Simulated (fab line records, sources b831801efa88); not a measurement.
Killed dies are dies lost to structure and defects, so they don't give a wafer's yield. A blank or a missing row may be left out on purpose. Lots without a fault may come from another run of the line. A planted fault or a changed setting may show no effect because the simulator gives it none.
A struck lot beside a sound one | flow sky130 | 15 steps out of a route of 708
Sound: wafers L121.1, L121.5, L121.6. Struck: wafers L135.2, L135.5, L135.6. The cause comes at the end.
At each step with rows: each side's tool, then ch and its chambers, then its first start. Under that, the readings that differ: sound wafers | struck wafers | difference of the means | sigmas: that difference in standard deviations of wafers without a fault.
alike: readings whose means differ by less than 2 such deviations, and words and numbers that are the same on both sides. not compared: withheld readings, readings that some wafer has no value for, bounds like >300 that may hide the same value, and numbers for which the record gives no deviation and whose values overlap.
The two part at a step that has a row with sigmas, a row that says differs or no value, or rows on one side only. Numbers that don't overlap but have no deviation are shown without sigmas and don't part them. A reading that every wafer of one side lacks parts them only if that side has two wafers or more.

first, 1 step without rows for these wafers: SKY_POLY_GATE_CVD_03 (deposits Si3N4 from DCS/NH3, target thk 75 nm, time 1290 s).
SKY_POLY_GATE_THK_MEAS_04:
  sound on film_metro-02, day 16 05:08; struck on film_metro-01, day 21 14:44
  alike: POLY_GATE_CVD_03_THK
then, 8 steps without rows for these wafers: SKY_POLY_GATE_DEHYDRATE_05 (time 60 s); SKY_POLY_GATE_HMDS_06 (prime time 60 s); SKY_POLY_GATE_COAT_07 (resist thk 110 nm); SKY_POLY_GATE_COAT_08 (resist thk 450 nm); SKY_POLY_GATE_SOFTBAKE_09 (time 90 s); SKY_POLY_GATE_EXPOSE_10 (exposes mask P1M, target cd 150 nm); SKY_POLY_GATE_PEB_11; SKY_POLY_GATE_DEVELOP_12 (develop time 60 s).
SKY_POLY_GATE_CD_MEAS_13: target cd 150 nm.
  sound on cd_sem-01, day 17 09:13; struck on cd_sem-02, day 22 20:38
  alike: cd_nm
SKY_POLY_GATE_OVL_MEAS_14:
  sound on overlay-02, day 17 09:20; struck on overlay-02, day 22 20:44
  alike: POLY_GATE_OVL
SKY_POLY_GATE_ETCH_15: etches BARC in N2/H2, stops on SiO2, time 118.5 s, target depth 110 nm.
  sound on rie_diel-02 ch 0,2,3, day 17 09:23; struck on rie_diel-01 ch 0,3, day 22 20:46
  reading    | sound            | struck         | difference | sigmas
  bias_w (W) | 100.2 100.1 99.3 | 94.2 94.5 94.1 | -5.6       | -18
  alike: drypump_motor_current_A, oes_product_au, throttle_valve_pct
  not compared: rf_hours_counter_h
SKY_POLY_GATE_ETCH_16: etches Si3N4 in CH3F/O2, stops on poly-Si, time 147.5 s, target depth 75 nm.
  sound on rie_diel-02 ch 0,2,3, day 17 09:28; struck on rie_diel-01 ch 0,3, day 22 20:51
  alike: bias_w, drypump_motor_current_A, oes_product_au, throttle_valve_pct
  not compared: rf_hours_counter_h
then, 1 step without rows for these wafers: SKY_PAD_OPEN_PROBE_99.

WHERE THEY PART
Only at SKY_POLY_GATE_ETCH_15, within this record. Later steps at which nothing parts them and some readings are alike: SKY_POLY_GATE_ETCH_16.

WHY: what the simulator had put in
Process parameter drift: rie_diel-01, from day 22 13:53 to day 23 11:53, at SKY_POLY_GATE_ETCH_15. Setting bias_w, moved by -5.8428, from 100. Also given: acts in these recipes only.
